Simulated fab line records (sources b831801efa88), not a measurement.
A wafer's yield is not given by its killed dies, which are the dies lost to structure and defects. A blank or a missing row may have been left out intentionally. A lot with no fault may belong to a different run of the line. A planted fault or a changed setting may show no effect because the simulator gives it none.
A struck lot beside a sound one :: flow gf180mcu :: 15 out of 602 route steps
Sound: these wafers, L513.1, L513.3, L513.4. Struck: wafers L527.1, L527.3, L527.4. The cause is named last.
Per side, at each step with rows, come the tool, then ch with its chambers, and then its first start. Under that, the readings that differ: sound wafers :: struck wafers :: difference of the means :: sigmas: that difference in standard deviations of wafers without a fault.
alike: words and numbers the same on both sides, and readings whose means are apart by under 2 such deviations; not compared: readings that were withheld, readings missing a value for some wafer, numbers with overlapping values and no deviation given by the record, and bounds like >300 which may hide the same value.
A row with sigmas, a row that says differs or no value, or rows on one side alone: a step with any of these is where the two part. Numbers that don't overlap but have no deviation are shown without sigmas and don't part them. Lack of a reading on every wafer of one side parts them only where that side has two or more wafers.

first, 1 step without rows for these wafers: GF_TOP_METAL_CLEAN_19 (cleans in DIW).
GF_PASSIVATION_CVD_00: deposits SiO2 from TEOS, target thk 1000 nm, time 111.95 s.
  sound on pecvd-03 ch 0,1,2, day 28 13:09; struck on pecvd-03 ch 0,1,2, day 32 00:42
  alike: heater-power-w
GF_PASSIVATION_THK_MEAS_01:
  sound on film-metro-02 at day 28 13:13; struck on film-metro-03 at day 32 00:47
  alike: PASSIVATION_CVD_00_THK
GF_PASSIVATION_CVD_02: deposits Si3N4, target thk 700 nm, time 486.18 s.
  sound on pecvd-02 ch 0,1, day 28 13:17; struck on pecvd-02 ch 0,1,2, day 32 00:50
  alike: heater-power-w
GF_PASSIVATION_THK_MEAS_03:
  sound on film-metro-02 at day 28 13:34; struck on film-metro-03 at day 32 01:07
  alike: PASSIVATION_CVD_02_THK
then, 7 steps without rows for these wafers: GF_PASSIVATION_DEHYDRATE_04 (time 60 s); GF_PASSIVATION_HMDS_05 (prime time 60 s); GF_PASSIVATION_COAT_06 (resist thk 4000 nm); GF_PASSIVATION_SOFTBAKE_07; GF_PASSIVATION_EXPOSE_08 (exposes mask Pad, target cd 40000 nm); GF_PASSIVATION_PEB_09; GF_PASSIVATION_DEVELOP_10 (develop time 62.17 s).
GF_PASSIVATION_ETCH_11: etches the open film in CF4/O2, stops on TiN, target depth 1800 nm, time 400 s.
  sound on rie-diel-01 ch 0,1,3, day 29 08:22; struck on rie-diel-04 ch 0,1,3, day 32 17:19
reading: bias-w (W)
sound: 150.0 149.6 149.6
struck: 126.2 126.1 126.6
difference: -23.4
sigmas: -57

reading: rf-hours-counter-h (h)
sound: 1 8 4
struck: 19 22 16
difference: +15
sigmas: 

reading: model.coat_of_PASSIVATION_COAT_06.thk-nm (nm)
sound: 2846 2837 2804
struck: 2870 2877 2913
difference: +58
sigmas: 
  alike: drypump-motor-current-A, oes-product-au, throttle-valve-pct
  not compared: model.PASSIVATION.feature-depth-nm, model.etch.depth-nm
GF_PASSIVATION_STRIP_12: strips in O2/N2.
  sound on plasma-asher-01 ch 0,1, day 29 08:36; struck on plasma-asher-02 ch 0,1, day 32 17:33
reading: drypump-motor-current-A (A)
sound: 6.4 6.4 6.4
struck: 5.6 5.4 5.6
difference: -0.9
sigmas: -2

reading: heater-power-w (W)
sound: 386 376 359
struck: 334 323 320
difference: -48
sigmas: -2
  alike: oes-product-au, platen-temp-c, strip-time-to-endpoint-s
  not compared: rf-hours-counter-h
GF_PASSIVATION_PROBE_99:
  sound on prober-01 at day 29 10:19; struck on prober-02 at day 32 19:16
  not compared: model.etest.pad.probe-ohm, model.etest.pplus_sal_6v.open, model.etest.nmos_3p3_min.under-floor, model.etest.nldd_3p3.open, model.etest.nldd_6p0.open, model.etest.pmos_3p3_min.under-floor, model.etest.met3.open, model.etest.nmos_3p3.open

## WHERE THEY PART
First at GF_PASSIVATION_ETCH_11; last, within this record, at GF_PASSIVATION_STRIP_12.

WHY: whatever the simulator had introduced
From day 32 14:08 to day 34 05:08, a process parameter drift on rie-diel-04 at GF_PASSIVATION_ETCH_11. Setting bias-w, moved by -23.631, from 150. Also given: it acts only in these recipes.
